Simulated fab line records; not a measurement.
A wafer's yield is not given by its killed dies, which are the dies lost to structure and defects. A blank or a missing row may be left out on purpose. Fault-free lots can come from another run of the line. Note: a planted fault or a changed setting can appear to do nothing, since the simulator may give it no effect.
What tool caused it?    flow gf180mcu    Sampling: 14 lots, 42 wafers, 2 of 602 route steps

## WHAT THE GAUGES SHOWED, per wafer
GF_V5_THK_MEAS_03.
lot   measured      on             V5_CVD_02_THK (nm)
L479  day 26 15:14  film_metro-03  1436 1455 1455
L480  day 27 00:43  film_metro-01  1462 1461 1448
L482  day 27 08:44  film_metro-01  1427 1460 1437
L483  day 27 18:59  film_metro-01  1441 1449 1458
L484  day 28 05:58  film_metro-01  1438 1471 1459
L485  day 28 10:40  film_metro-04  1408 1419 1437
L486  day 28 11:49  film_metro-01  1433 1477 1434
L487  day 29 00:42  film_metro-04  1473 1470 1449
L489  day 29 11:40  film_metro-04  1264 1256 1295 1264 1256 1294
L490  day 29 21:56  film_metro-03  1449 1455 1444
L491  day 30 01:07  film_metro-03  1300 1298 1279 1300 1298 1278
L498  day 31 20:28  film_metro-03  1441 1448 1479
L499  day 32 00:56  film_metro-04  1414 1435 1459
L500  day 32 04:47  film_metro-04  1436 1445 1425

## WHICH TOOL RAN EACH LOT (tool, then ch and the chambers of the sampled wafers, then the start)
lot   GF_V5_CVD_02
L479  pecvd-01 ch 0,2, day 26 15:07
L480  pecvd-01 ch 0,1,2, day 27 00:37
L482  pecvd-02 ch 0,1, day 27 08:37
L483  pecvd-04 ch 1,2, day 27 18:53
L484  pecvd-02 ch 1,2, day 28 05:51
L485  pecvd-01 ch 1,2, day 28 10:31
L486  pecvd-02 ch 0,2, day 28 11:41
L487  pecvd-04 ch 1,2, day 29 00:34
L489  pecvd-04 ch 1,2, day 29 11:32
L490  pecvd-02 ch 1,2, day 29 21:49
L491  pecvd-04 ch 1,2, day 30 00:59
L498  pecvd-01 ch 1,2, day 31 20:21
L499  pecvd-02 ch 0,1, day 32 00:49
L500  pecvd-01 ch 0,1,2, day 32 04:41
- GF_V5_CVD_02: deposits SiO2 from TEOS, target thk 1450 nm, time 163.28 s.

## WHAT THE TOOLS THEMSELVES READ (means of the sampled wafers that have a number; where no wafer has one, the mark that the record gives instead)
GF_V5_CVD_02.
lot   tool      heater_power_w (W)
L479  pecvd-01  694
L480  pecvd-01  657
L482  pecvd-02  663
L483  pecvd-04  624
L484  pecvd-02  591
L485  pecvd-01  498
L486  pecvd-02  627
L487  pecvd-04  555
L489  pecvd-04  622
L490  pecvd-02  613
L491  pecvd-04  611
L498  pecvd-01  553
L499  pecvd-02  649
L500  pecvd-01  614

## THE ANSWER, worked out from the rows above alone
Rule: what is usual is taken from the lots themselves. Put in order of their means at a reading, lots are off if they are a third of the lots or fewer, leave a main group of 4 or more, and stand apart from it by a gap of 3 or more times the standard deviation of the main group's means; of several such gaps the widest counts. Not used: any main group whose means are identical at the precision the tables above print for the reading. Also off: a lot with no number at a reading for which 4 or more lots have one. The other lots that the step has rows for count as sound. After the gauges, taken in route order, come the tools' own readings; for these a lot's mean is taken, as printed above. At the first step where some lot is off, the reading lying furthest off is the one used; lots without a number count as furthest.
Off: L489, L491, at GF_V5_THK_MEAS_03 (V5_CVD_02_THK). Main group: mean 1447 nm, sd 11.
If a tool, at a process step before that reading, ran all the lots that are off and no sound lot after the first of them, it fits. Those tools and the gauges at GF_V5_THK_MEAS_03 are tried in the same way. One fits: GF_V5_CVD_02 on pecvd-04. A fault onset in the window from L487 (day 29 00:34, its last sound lot) to L489 (day 29 11:32, its first lot off) fits.

## WHAT THE SIMULATOR HAD INSERTED
Site profile drift: pecvd-04, from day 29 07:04 on, at GF_V5_CVD_02. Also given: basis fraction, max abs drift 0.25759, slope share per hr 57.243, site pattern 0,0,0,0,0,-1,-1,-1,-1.
Struck lots among those shown: L489, L491. This agrees with what the rule above found.
